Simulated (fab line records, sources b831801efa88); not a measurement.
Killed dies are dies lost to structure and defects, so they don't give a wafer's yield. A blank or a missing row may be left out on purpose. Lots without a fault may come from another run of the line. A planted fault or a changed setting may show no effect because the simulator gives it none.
Tool commonality check | flow sky130 | 11 lots, 33 wafers sampled

WHY IT WAS OPENED
At SKY_SD_P_CD_MEAS_07 the reading cd_nm is flagged on 2 of 11 lots. Wafers without a fault read 379.7 nm, standard deviation 2.6.
Rule: a lot is flagged when every wafer of it that has a number lies more than 4 standard deviations from that mean, or none has a number. The other lots count as sound.

lot  | measured     | on        | cd_nm (nm), wafer by wafer | flag
L460 | day 27 09:08 | cd_sem-01 | 378.5 379.0 376.3          |
L461 | day 27 11:09 | cd_sem-02 | 382.5 382.7 380.2          |
L465 | day 28 05:43 | cd_sem-02 | 379.6 378.0 380.8          |
L468 | day 29 03:29 | cd_sem-01 | 379.7 382.4 380.5          |
L470 | day 31 02:53 | cd_sem-02 | 380.0 380.7 381.6          |
L471 | day 31 04:50 | cd_sem-01 | 384.2 379.4 383.7          |
L473 | day 31 06:16 | cd_sem-01 | 373.5 372.9 375.5          |
L475 | day 31 07:04 | cd_sem-01 | 378.2 375.2 374.2          |
L476 | day 31 16:41 | cd_sem-02 | 461.2 460.7 459.7          | FLAGGED
L478 | day 32 11:46 | cd_sem-01 | 458.7 456.3 459.4          | FLAGGED
L479 | day 32 17:08 | cd_sem-01 | 380.5 380.5 377.8          |
The numbers of the flagged lots are 459.3 nm on average: +79.6 nm against the usual, or +31 standard deviations.

WHICH TOOL RAN EACH LOT
The record holds 4 process steps before the reading, out of a route of 708 steps. In each cell: the tool, then ch and the chambers that the sampled wafers went through, then the start.
lot  | flag    | SKY_LDD_HVN_STRIP_09                 | SKY_LDD_LDN_STRIP_12                 | SKY_POLY_CUT_ETCH_11               | SKY_SD_P_COAT_02
L460 |         | plasma_asher-03 ch 0,1, day 22 08:21 | plasma_asher-02 ch 0,1, day 24 21:42 | rie_diel-01 ch 1,2, day 26 04:18   | litho_track-02 ch 0, day 26 18:17
L461 |         | plasma_asher-01 ch 0,1, day 22 09:05 | plasma_asher-03 ch 0,1, day 24 22:23 | rie_diel-03 ch 0,1,3, day 26 05:38 | litho_track-03 ch 0, day 26 19:39
L465 |         | plasma_asher-04 ch 0,1, day 23 07:14 | plasma_asher-02 ch 0,1, day 25 18:03 | rie_diel-03 ch 0,1, day 27 00:44   | litho_track-02 ch 0, day 27 15:37
L468 |         | plasma_asher-03 ch 0,1, day 24 05:19 | plasma_asher-02 ch 0,1, day 26 16:26 | rie_diel-03 ch 0,1,3, day 27 23:14 | litho_track-04 ch 0, day 28 13:20
L470 |         | plasma_asher-03 ch 0,1, day 26 07:50 | plasma_asher-04 ch 0,1, day 28 17:15 | rie_diel-01 ch 0,1,3, day 29 23:18 | litho_track-03 ch 0, day 30 12:48
L471 |         | plasma_asher-03 ch 0,1, day 26 08:11 | plasma_asher-04 ch 0,1, day 28 18:11 | rie_diel-04 ch 0,1,3, day 30 00:46 | litho_track-02 ch 0, day 30 14:31
L473 |         | plasma_asher-01 ch 0,1, day 26 09:56 | plasma_asher-04 ch 0,1, day 28 19:21 | rie_diel-03 ch 1,2,3, day 30 02:26 | litho_track-02 ch 0, day 30 16:14
L475 |         | plasma_asher-01 ch 0,1, day 26 15:01 | plasma_asher-03 ch 0,1, day 28 23:26 | rie_diel-01 ch 2,3, day 30 04:14   | litho_track-03 ch 0, day 30 17:09
L476 | FLAGGED | plasma_asher-03 ch 0,1, day 26 21:52 | plasma_asher-02 ch 0,1, day 29 06:47 | rie_diel-04 ch 2,3, day 30 12:17   | litho_track-03 ch 0, day 31 02:24
L478 | FLAGGED | plasma_asher-01 ch 0,1, day 27 18:45 | plasma_asher-03 ch 0,1, day 30 02:42 | rie_diel-04 ch 0,1,3, day 31 08:23 | litho_track-03 ch 0, day 31 21:58
L479 |         | plasma_asher-01 ch 0,1, day 27 23:14 | plasma_asher-02 ch 0,1, day 30 07:55 | rie_diel-01 ch 0,1,3, day 31 13:05 | litho_track-04 ch 0, day 32 03:02
What these steps do:
- SKY_LDD_HVN_STRIP_09: strips in O2/N2.
- SKY_LDD_LDN_STRIP_12: strips in O2/N2.
- SKY_POLY_CUT_ETCH_11: etches Si3N4 in CF4/CH2F2/Ar, stops on poly-Si, time 42.5 s, target depth 60 nm.
- SKY_SD_P_COAT_02: resist thk 1140 nm.
- SKY_SD_P_CD_MEAS_07: target cd 380 nm.

FLAGGED OVER TOTAL, TOOL BY TOOL (the gauges that took the reading come last)
step                 | tool            | lots run | flagged | share of the flagged lots | sound lots run after its first flagged lot
SKY_LDD_HVN_STRIP_09 | plasma_asher-01 | 5        | 1       | some                      | 1 (L479)
SKY_LDD_HVN_STRIP_09 | plasma_asher-03 | 5        | 1       | some                      | 0
SKY_LDD_HVN_STRIP_09 | plasma_asher-04 | 1        | 0       | none                      | -
SKY_LDD_LDN_STRIP_12 | plasma_asher-02 | 5        | 1       | some                      | 1 (L479)
SKY_LDD_LDN_STRIP_12 | plasma_asher-03 | 3        | 1       | some                      | 0
SKY_LDD_LDN_STRIP_12 | plasma_asher-04 | 3        | 0       | none                      | -
SKY_POLY_CUT_ETCH_11 | rie_diel-01     | 4        | 0       | none                      | -
SKY_POLY_CUT_ETCH_11 | rie_diel-03     | 4        | 0       | none                      | -
SKY_POLY_CUT_ETCH_11 | rie_diel-04     | 3        | 2       | all                       | 0
SKY_SD_P_COAT_02     | litho_track-02  | 4        | 0       | none                      | -
SKY_SD_P_COAT_02     | litho_track-03  | 5        | 2       | all                       | 0
SKY_SD_P_COAT_02     | litho_track-04  | 2        | 0       | none                      | -
SKY_SD_P_CD_MEAS_07  | cd_sem-01       | 7        | 1       | some                      | 1 (L479)
SKY_SD_P_CD_MEAS_07  | cd_sem-02       | 4        | 1       | some                      | 0

WHAT THE TABLE ALLOWS
2 rows of the table ran every flagged lot: rie_diel-04 at SKY_POLY_CUT_ETCH_11, litho_track-03 at SKY_SD_P_COAT_02.
- rie_diel-04 at SKY_POLY_CUT_ETCH_11: 2 of its 3 lots flagged. Its last sound lot is L471 (day 30 00:46), its first flagged lot L476 (day 30 12:17): a fault that began between those two fits.
- litho_track-03 at SKY_SD_P_COAT_02: 2 of its 5 lots flagged. Its last sound lot is L475 (day 30 17:09), its first flagged lot L476 (day 31 02:24): a fault that began between those two fits.
Counting lots can't tell these 2 tools apart, because each fits a fault that began at some hour. More lots, or a look at what each step does to the wafer, might.

WHAT THE SIMULATOR HAD PUT IN
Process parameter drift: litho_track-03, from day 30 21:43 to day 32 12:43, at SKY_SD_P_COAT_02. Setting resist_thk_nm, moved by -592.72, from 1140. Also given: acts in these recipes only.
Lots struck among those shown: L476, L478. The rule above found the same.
